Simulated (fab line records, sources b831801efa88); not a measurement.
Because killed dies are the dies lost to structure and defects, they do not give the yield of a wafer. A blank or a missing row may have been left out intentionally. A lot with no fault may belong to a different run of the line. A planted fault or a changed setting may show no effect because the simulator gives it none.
fab line records	flow sky130
record lots=5	wafers=14	lastDay=50
route steps=708 shown FIELD_ISO@1 PAD_OPEN@708
lots with no fault: from the same line, run without faults
startH: start of the lot's first displayed wafer, in hours after the record's first day	waitH: hours elapsed since this lot's preceding step	" unchanged from the row above	L1.1+2: a single row standing in for several wafers	- either no value or no given start	* or withheld: withheld	< > ~ a bound
route shown NAME@n: a module of which the file shows steps, and the number in the route of the first	usual: mean/standard deviation taken from wafers without a fault	same: alike in all rows	chamber/n: place in a boat	sites: the reading at each site	_std_site: the values' standard deviation	_edge_site: the outer-site mean with the inner-site mean subtracted	radiusMm: for every site, how far away it sits from the centre of the wafer	mask NAME#n: copy n	behind: the tool/chamber that last shaped the wafer	hold: what put the lot on hold/how long, in hours/how the hold closed	device: transistor that didn't switch, given as n, p or np	end of line: at the end of the route, the tests of the same wafers	for a step that has no rows: nothing shown but its recipe	killed: at the first sort, the dies lost to defects and structure; wafer yield is something else	map: dies across one wafer; x = killed, . = not, _ = none there
set.NAME: the setting that was run; set.NAME@STEP: the one run at that earlier step	model.NAME: the simulator's own value behind a step, which no gauge read
lots seen at some steps along the route; tables by step, rows by wafer
services: when a tool's chamber went out of use (startH, in hours from the record's first day, below 0 if earlier), for how many hours, and the reason
## steps
# step SKY_FIELD_ISO_BOW_MEAS_00
# recipe mode=bow
# usual INCOMING_BOW=0/5.9
lot.wafer	tool	chamber	startH	waitH	INCOMING_BOW[um]
L734.1	filmMetro-01	-	25.00	-	4
L734.2	"	-	"	"	-5
L734.5	"	-	"	"	3
L736.2	filmMetro-01	-	35.02	-	-4
L736.3	"	-	"	"	3
L736.4	"	-	"	"	-2
L747.2	filmMetro-01	-	90.02	-	4
L747.5	"	-	"	"	4
L753.1	filmMetro-01	-	120.00	-	3
L753.4	"	-	"	"	3
L753.6	"	-	"	"	2
L754.1	filmMetro-03	-	125.00	-	-4
L754.2	"	-	"	"	3
L754.3	"	-	"	"	-8
# step SKY_FIELD_ISO_OXIDATION_01
# recipe tempC=900	ambient=O2	stabiliseS=600	purgeS=300	targetThkA=120	oxTimeS=1843
# step SKY_FIELD_ISO_THK_MEAS_02
# recipe reads=SiO2_of_FIELD_ISO_OXIDATION_01
# usual FIELD_ISO_OXIDATION_00_THK=11.99/0.2
lot.wafer	tool	chamber	startH	waitH	FIELD_ISO_OXIDATION_00_THK[nm]
L734.1	filmMetro-04	-	28.59	0.0	12.15
L734.2	"	-	"	"	12.02
L734.5	"	-	"	"	12.02
L736.2	filmMetro-03	-	37.15	0.0	12.21
L736.3	"	-	"	"	12.10
L736.4	"	-	"	"	12.17
L747.2	filmMetro-01	-	91.64	0.0	11.52
L747.5	"	-	"	"	11.57
L753.1	filmMetro-01	-	122.88	0.0	11.95
L753.4	"	-	"	"	11.97
L753.6	"	-	"	"	12.05
L754.1	filmMetro-01	-	128.83	0.0	12.04
L754.2	"	-	"	"	12.16
L754.3	"	-	"	"	12.01
# step SKY_FIELD_ISO_CVD_03
# recipe material=Si3N4	precursor=DCS/NH3	targetThkNm=165	tempC=770	timeS=2830	pressureMtorr=250
# step SKY_FIELD_ISO_THK_MEAS_04
# recipe reads=Si3N4_of_FIELD_ISO_CVD_03
# usual FIELD_ISO_CVD_03_THK=164.4/1.3
lot.wafer	tool	chamber	startH	waitH	FIELD_ISO_CVD_03_THK[nm]
L734.1	filmMetro-01	-	31.37	0.0	163.0
L734.2	"	-	"	"	163.4
L734.5	"	-	"	"	164.2
L736.2	filmMetro-03	-	39.00	0.0	162.1
L736.3	"	-	"	"	162.9
L736.4	"	-	"	"	162.8
L747.2	filmMetro-03	-	93.49	0.0	165.9
L747.5	"	-	"	"	164.0
L753.1	filmMetro-03	-	125.67	0.0	165.8
L753.4	"	-	"	"	163.9
L753.6	"	-	"	"	165.8
L754.1	filmMetro-01	-	131.97	0.0	167.3
L754.2	"	-	"	"	166.9
L754.3	"	-	"	"	166.1
# step SKY_FIELD_ISO_DEHYDRATE_05
# recipe tempC=200	timeS=60
# step SKY_FIELD_ISO_HMDS_06
# recipe primeTimeS=60	primeTempC=120
# step SKY_FIELD_ISO_COAT_07
# recipe resist=BARC	tempC=withheld	timeS=withheld	spinRpm=3000	resistThkNm=60
# step SKY_FIELD_ISO_COAT_08
# recipe resist=KrF-thick	spinRpm=3000	resistThkNm=450
lot.wafer	tool	chamber	startH	waitH	model.KrF-thick_of_FIELD_ISO_COAT_08.thkNm
L734.1	lithoTrack-04	0	38	-	452
L734.2	"	0	"	"	451.9
L734.5	"	0	"	"	451.1
L736.2	lithoTrack-04	0	47	-	451.4
L736.3	"	0	"	"	451.6
L736.4	"	0	"	"	450.7
L747.2	lithoTrack-04	0	102	-	441.2
L747.5	"	0	"	"	440.9
L753.1	lithoTrack-02	0	135	-	449.6
L753.4	"	0	"	"	450
L753.6	"	0	"	"	449.9
L754.1	lithoTrack-03	0	141	-	449.1
L754.2	"	0	"	"	449.5
L754.3	"	0	"	"	449
# step SKY_FIELD_ISO_SOFTBAKE_09
# recipe tempC=100	timeS=90	resist=KrF-thick
# step SKY_FIELD_ISO_EXPOSE_10
# recipe maskId=FOM	na=0.68	sourceShape=annular	sigmaInner=0.4	sigmaOuter=0.8	targetCdNm=150	doseMj=28
# step SKY_FIELD_ISO_PEB_11
# recipe pebTempC=withheld	pebTimeS=withheld	resist=KrF-thick
# step SKY_FIELD_ISO_DEVELOP_12
# recipe developTimeS=60	resist=KrF-thick	devTempC=21
# step SKY_FIELD_ISO_CD_MEAS_13
# recipe targetCdNm=150
# usual cdNm=149.6/1.5
lot.wafer	tool	chamber	startH	waitH	cdNm
L734.1	cdSem-01	-	47.51	-	149.6
L734.2	"	-	"	"	151.2
L734.5	"	-	"	"	150.7
L736.2	cdSem-01	-	54.83	-	152.0
L736.3	"	-	"	"	151.6
L736.4	"	-	"	"	152.2
L747.2	cdSem-02	-	111.78	-	147.7
L747.5	"	-	"	"	147.0
L753.1	cdSem-02	-	145.47	-	149.5
L753.4	"	-	"	"	149.6
L753.6	"	-	"	"	149.3
L754.1	cdSem-02	-	150.08	-	149.7
L754.2	"	-	"	"	151.9
L754.3	"	-	"	"	148.2
# step SKY_FIELD_ISO_ETCH_14
# recipe chemistry=N2/H2	target=BARC	ionEnergyEv=200	sourceW=500	biasW=100	pressureMtorr=30	n2FlowSccm=100	h2FlowSccm=200	stopOn=SiO2	timeS=45.9	targetDepthA=600
# usual drypumpMotorCurrentA=5.7/0.33	oesProductAu=0.854/0.0052	throttleValvePct=13.226/0.0088
# same timeS=45.9
lot.wafer	tool	chamber	startH	waitH	drypumpMotorCurrentA	oesProductAu	rfHoursCounterH	throttleValvePct
L734.1	rieDiel-02	3	47.63	0.1	5.6	0.846	71	13.222
L734.2	"	2	"	"	5.3	0.857	104	13.239
L734.5	"	1	"	"	6.1	0.855	-	13.224
L736.2	rieDiel-01	3	54.93	0.1	5.3	0.862	171	13.218
L736.3	"	0	"	"	5.6	0.855	147	13.228
L736.4	"	1	"	"	5.8	0.849	75	13.221
L747.2	rieDiel-04	1	111.88	0.1	5.2	0.840	5	13.221
L747.5	"	0	"	"	5.6	0.853	-	13.233
L753.1	rieDiel-01	3	145.59	0.1	5.3	0.859	1	13.219
L753.4	"	0	"	"	5.5	0.848	148	13.235
L753.6	"	0	"	"	5.5	0.851	-	13.205
L754.1	rieDiel-04	2	150.20	0.1	6.3	0.857	6	13.222
L754.2	"	1	"	"	5.3	0.853	6	13.227
L754.3	"	3	"	"	5.9	0.856	3	13.228
# step SKY_FIELD_ISO_ETCH_15
# recipe chemistry=CHF3/O2	targetDepthNm=180	stopOn=Si	sourceW=600	biasW=200	pressureMtorr=40	chf3FlowSccm=50	O2_flow_sccm=5	timeS=72
# usual drypumpMotorCurrentA=5.7/0.34	oesProductAu=0.944/0.0059	throttleValvePct=8.843/0.0089
# same timeS=72
lot.wafer	tool	chamber	startH	waitH	drypumpMotorCurrentA	oesProductAu	rfHoursCounterH	throttleValvePct	model.KrF-thick_of_FIELD_ISO_COAT_08.thkNm
L734.1	rieDiel-02	3	47.67	0.0	5.5	0.943	72	8.842	240
L734.2	"	2	"	"	5.3	0.951	104	8.848	239.2
L734.5	"	1	"	"	6.1	0.942	-	8.848	242.9
L736.2	rieDiel-01	3	54.97	0.0	5.3	0.944	171	8.837	240
L736.3	"	0	"	"	5.5	0.941	147	8.852	237.8
L736.4	"	1	"	"	5.9	0.942	75	8.818	231.3
L747.2	rieDiel-04	1	111.92	0.0	5.2	0.947	5	8.851	224.4
L747.5	"	0	"	"	5.5	0.937	-	8.840	225.2
L753.1	rieDiel-01	3	145.63	0.0	5.3	0.953	1	8.837	235.1
L753.4	"	0	"	"	5.6	0.942	148	8.829	236
L753.6	"	0	"	"	5.5	0.944	-	8.853	235.3
L754.1	rieDiel-04	2	150.24	0.0	6.4	0.962	6	8.847	232.6
L754.2	"	1	"	"	5.2	0.946	6	8.830	231.5
L754.3	"	3	"	"	5.9	0.953	3	8.839	232.6
# step SKY_FIELD_ISO_STRIP_16
# recipe chemistry=O2/N2	powerW=1400	pressureMtorr=1500	platenTempC=withheld	o2FlowSccm=3000	n2FlowSccm=300	overashFraction=0.5
# usual drypumpMotorCurrentA=5.5/0.35	oesProductAu=0.378/0.0053	stripTimeToEndpointS=3.55/0.038
lot.wafer	tool	chamber	startH	waitH	drypumpMotorCurrentA	oesProductAu	rfHoursCounterH	stripTimeToEndpointS
L734.1	plasmaAsher-03	0	47.73	0.0	5.1	0.381	24	3.59
L734.2	"	1	"	"	5.1	0.375	24	3.55
L734.5	"	1	"	"	5.0	0.381	-	3.60
L736.2	plasmaAsher-03	0	55.03	0.0	5.0	0.383	24	3.59
L736.3	"	0	"	"	5.0	0.381	-	3.56
L736.4	"	1	"	"	5.1	0.380	-	3.49
L747.2	plasmaAsher-03	1	111.98	0.0	5.1	0.372	28	3.41
L747.5	"	1	"	"	5.1	0.368	-	3.43
L753.1	plasmaAsher-01	0	145.69	0.0	5.5	0.380	48	3.52
L753.4	"	0	"	"	5.5	0.391	-	3.54
L753.6	"	0	"	"	5.4	0.370	-	3.51
L754.1	plasmaAsher-03	0	150.30	0.0	5.1	0.379	32	3.51
L754.2	"	1	"	"	5.0	0.368	32	3.51
L754.3	"	0	"	"	5.0	0.371	-	3.53
# step SKY_FIELD_ISO_ETCH_17
# recipe targetDepthA=3420	maskMaterial=Si3N4	chemistry=HBr/Cl2/O2	target=Si	taperDeg=5	icpW=600	biasW=150	pressureMtorr=15	HBr_flow_sccm=150	Cl2_flow_sccm=40	O2_flow_sccm=6	timeS=97.7
# usual HBr_flow_sccm=150.0/0.4	drypumpMotorCurrentA=5.8/0.57	oesProductAu=0.993/0.014	throttleValvePct=25.660/0.013
# same timeS=97.7
lot.wafer	tool	chamber	startH	waitH	HBr_flow_sccm	drypumpMotorCurrentA	oesProductAu	rfHoursCounterH	throttleValvePct
L734.1	rieSi-02	0	47.83	0.1	149.3	6.5	0.988	44	25.652
L734.2	"	3	"	"	150.3	6.4	1.019	2	25.656
L734.5	"	1	"	"	149.7	6.4	1.000	-	25.666
L736.2	rieSi-02	0	55.13	0.1	150.2	6.5	0.978	44	25.679
L736.3	"	1	"	"	149.4	6.4	0.989	16	25.666
L736.4	"	2	"	"	149.6	5.0	1.000	140	25.654
L747.2	rieSi-01	1	112.08	0.1	150.0	5.7	0.991	112	25.646
L747.5	"	1	"	"	150.0	5.7	0.994	-	25.665
L753.1	rieSi-01	3	145.79	0.1	149.8	5.1	1.012	132	25.657
L753.4	"	2	"	"	150.0	5.4	0.984	111	25.661
L753.6	"	3	"	"	150.0	5.1	1.007	-	25.649
L754.1	rieSi-01	3	150.40	0.1	150.7	5.1	1.003	132	25.647
L754.2	"	1	"	"	149.7	5.7	0.990	112	25.654
L754.3	"	0	"	"	150.1	5.5	0.972	2	25.654
# step SKY_PAD_OPEN_PROBE_99
# usual killed_at_M0_to_M3=44/7.5	killed_at_M4_up=3.2/1.9	killedAtContacts=23/4.7	killedAtFrontEnd=15/4.7	killedAtOther=0.4/0.66	killedDies=87/9.3	killedOpen=47/7.2	killedShort=39/6.5
# same grossDies=492	killedAtBackSide=0
lot.wafer	tool	chamber	startH	waitH	killed_at_M0_to_M3	killed_at_M4_up	killedAtContacts	killedAtFrontEnd	killedAtOther	killedDies	killedOpen	killedShort
L747.2	prober-01	-	1174.41	0.1	41	4	26	23	0	94	60	34
L747.5	prober-01	-	1174.56	0.2	45	2	20	16	0	83	47	35
# killed by level:class
L747.2 FIELD_ISO:geometricParticle:open=10 CONTACT:geometricParticle:open=9 VIA1:geometricParticle:open=9 VIA2:geometricParticle:open=9 VIA3:geometricParticle:open=8 LI_CONTACT:geometricParticle:open=7 LI_CONTACT:geometricParticle:short=5 FIELD_ISO:geometricParticle:short=4
L747.5 VIA1:geometricParticle:open=9 VIA3:geometricParticle:open=8 LI_CONTACT:geometricParticle:open=7 VIA2:geometricParticle:open=6 POLY_GATE:geometricParticle:open=5 LOCAL_INTERCONNECT:geometricParticle:short=5 METAL2:geometricParticle:short=5 FIELD_ISO:geometricParticle:open=4
## services
tool	chamber	startH	hours	kind
rieDiel-04	-	26.36	2.8	pm
plasmaAsher-03	-	32.41	6.9	repair
rieDiel-02	-	38.45	0.6	repair
rieSi-01	3	51.35	16.0	repair
rieDiel-04	2	52.34	5.3	repair
rieDiel-02	-	57.19	2.8	pm
plasmaAsher-03	-	62.47	7.7	repair
rieDiel-02	-	65.11	15.6	pm
rieDiel-01	3	66.76	-	clean
rieDiel-01	3	66.76	13.1	scheduledDown
rieDiel-01	3	66.76	13.1	ventCycle
rieSi-01	-	69.23	14.6	pm
plasmaAsher-03	-	93.07	11.2	repair
lithoTrack-04	-	115.55	-	consumableReplace:filter
plasmaAsher-01	-	118.79	2.6	repair
rieSi-02	2	121.77	-	clean
rieSi-02	2	121.77	26.2	scheduledDown
rieSi-02	2	121.77	26.2	ventCycle
plasmaAsher-03	-	123.14	0.8	repair
rieSi-02	-	131.38	4.3	pm
rieDiel-02	1	131.70	-	clean
rieDiel-02	1	131.70	12.9	scheduledDown
rieDiel-04	-	134.78	0.1	repair
rieDiel-02	1	149.91	5.9	repair
## key
firstSign step=SKY_FIELD_ISO_STRIP_16	reading=stripTimeToEndpointS	direction=down	sigmas=3.5	usual=*	struck=*
effect none on later readings
modelEffect step=SKY_FIELD_ISO_COAT_08	value=KrF-thick_of_FIELD_ISO_COAT_08.thkNm	without=449.6	struck=441.1
modelEffect step=SKY_FIELD_ISO_ETCH_15	value=KrF-thick_of_FIELD_ISO_COAT_08.thkNm	without=233.3	struck=224.8
metAt SKY_FIELD_ISO_COAT_08
struckWafers L747.2,L747.5
testerLeftOut L747
onsetBetween 47 102
fault kind=processParameterDrift	tool=lithoTrack-04	chamber=-	onsetH=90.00	steps=SKY_FIELD_ISO_COAT_08	channel=resistThkNm	offset=-8.5724	shape=step	endH=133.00	scope=struckWafersOnly	actsIn=theseRecipesOnly	stated=450
# testerLeftOut: of these lots the tester's yield and bins aren't shown, on N5 and GAA mostly nor the transistor test; their killed dies are dies lost to structure and defects alone, not to doping, threshold or leakage, so they don't give the yield
